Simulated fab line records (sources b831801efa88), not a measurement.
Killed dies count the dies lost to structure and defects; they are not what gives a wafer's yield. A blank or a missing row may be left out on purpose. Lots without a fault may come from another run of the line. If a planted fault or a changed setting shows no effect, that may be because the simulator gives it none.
What tool caused it?    flow gf180mcu    36 wafers from 12 lots sampled at 3 of the route's 602 steps

WHAT EACH GAUGE READ, for each wafer
GF_V3_OVL_MEAS_15. Usual: V3_OVL gives -1 nm (standard deviation 5.2).
lot   measured      on          V3_OVL (nm)  flag
L203  day 22 09:15  overlay-02  0 -4 0       
L206  day 23 17:38  overlay-02  0 6 4        
L207  day 23 18:51  overlay-01  1 -8 -7      
L208  day 24 00:31  overlay-01  -3 -7 1      
L209  day 24 10:14  overlay-02  2 -11 -8     
L211  day 25 05:07  overlay-02  -3 0 11      
L212  day 25 11:15  overlay-02  6 1 -2       
L213  day 25 19:48  overlay-01  7 -4 0       
L216  day 27 00:36  overlay-02  6 -1 5       
L224  day 30 00:26  overlay-01  -4 -3 0      
L225  day 30 00:59  overlay-02  -5 -1 -12    
L223  day 30 01:20  overlay-02  4 -1 2       

EACH LOT AND THE TOOL THAT RAN IT (in order: tool; ch and the chambers of the sampled wafers; start)
lot   GF_V2_CVD_02                     GF_V2_STRIP_18
L203  pecvd-02 ch 0,1,2, day 19 06:32  plasma_asher-02 ch 0,1, day 20 07:01
L206  pecvd-02 ch 0,1,2, day 20 16:23  plasma_asher-02 ch 0,1, day 21 17:07
L207  pecvd-03 ch 0,2, day 20 17:49    plasma_asher-03 ch 0,1, day 21 18:04
L208  pecvd-02 ch 0,1,2, day 20 23:46  plasma_asher-04 ch 0,1, day 22 00:23
L209  pecvd-02 ch 0,1,2, day 21 10:22  plasma_asher-04 ch 0,1, day 22 10:52
L211  pecvd-02 ch 0,1,2, day 22 07:13  plasma_asher-04 ch 0,1, day 23 05:36
L212  pecvd-02 ch 0,1,2, day 22 13:11  plasma_asher-02 ch 0,1, day 23 13:02
L213  pecvd-01 ch 1, day 22 22:08      plasma_asher-02 ch 0,1, day 23 21:57
L216  pecvd-02 ch 0,1,2, day 24 05:46  plasma_asher-03 ch 0,1, day 25 04:24
L224  pecvd-03 ch 0,1,2, day 27 09:56  plasma_asher-02 ch 0,1, day 28 06:58
L225  pecvd-02 ch 0,1, day 27 11:46    plasma_asher-02 ch 0,1, day 28 08:25
L223  pecvd-01 ch 0,1, day 27 12:07    plasma_asher-03 ch 0,1, day 28 09:04
- GF_V2_CVD_02: deposits SiO2 from TEOS, target thk 850 nm, time 94.851 s.
- GF_V2_STRIP_18: strips in O2/N2.

AS READ BY THE TOOLS THEMSELVES (means over the sampled wafers that have a number; for cases with no such wafer, the mark the record gives instead)
GF_V2_CVD_02. Usual: heater_power_w at 723 W, with a standard deviation of 74.
lot   tool      heater_power_w (W)  flag
L203  pecvd-02  730                 
L206  pecvd-02  700                 
L207  pecvd-03  793                 
L208  pecvd-02  707                 
L209  pecvd-02  683                 
L211  pecvd-02  712                 
L212  pecvd-02  734                 
L213  pecvd-01  701                 
L216  pecvd-02  698                 
L224  pecvd-03  729                 
L225  pecvd-02  741                 
L223  pecvd-01  705                 

GF_V2_STRIP_18. Usual: chamber_pressure_mTorr 1500.2 mTorr, standard deviation 1.3; drypump_motor_current_A 5.5 A, standard deviation 0.45; heater_power_w 338 W, standard deviation 26; oes_product_au 0.592 a.u., standard deviation 0.005.
lot   tool             chamber_pressure_mTorr (mTorr)  drypump_motor_current_A (A)  heater_power_w (W)  oes_product_au (a.u.)  flag
L203  plasma_asher-02  1500.1                          5.7                          325                 0.593                  
L206  plasma_asher-02  1500.8                          5.7                          320                 0.594                  
L207  plasma_asher-03  1500.6                          5.4                          331                 0.591                  
L208  plasma_asher-04  1499.6                          5.8                          347                 0.587                  
L209  plasma_asher-04  1500.3                          5.3                          366                 0.591                  
L211  plasma_asher-04  1500.2                          5.8                          347                 0.598                  
L212  plasma_asher-02  1500.4                          5.7                          326                 0.590                  
L213  plasma_asher-02  1498.8                          5.7                          320                 0.587                  
L216  plasma_asher-03  1500.9                          5.3                          333                 0.597                  
L224  plasma_asher-02  1501.3                          5.4                          326                 0.591                  
L225  plasma_asher-02  1499.8                          5.4                          327                 0.597                  
L223  plasma_asher-03  1501.3                          5.4                          348                 0.591                  

THE ANSWER, worked out from the rows above alone
Rule: a lot is off if the mean of its wafers that have a number lies more than 3 standard deviations from the usual mean. Also off: a lot with no number at a reading for which 4 or more lots have one. All remaining lots with rows at the step are treated as sound. The gauges are gone through in route order, then the tools' own readings, and for those a lot's mean is taken as printed above. The first step at which some lot is off is used, and at that step the reading that is off furthest; a lot without a number counts as furthest.
No lot is off on any of the readings shown, so nothing can be concluded from this.

WHAT THE SIMULATOR HAD INSERTED
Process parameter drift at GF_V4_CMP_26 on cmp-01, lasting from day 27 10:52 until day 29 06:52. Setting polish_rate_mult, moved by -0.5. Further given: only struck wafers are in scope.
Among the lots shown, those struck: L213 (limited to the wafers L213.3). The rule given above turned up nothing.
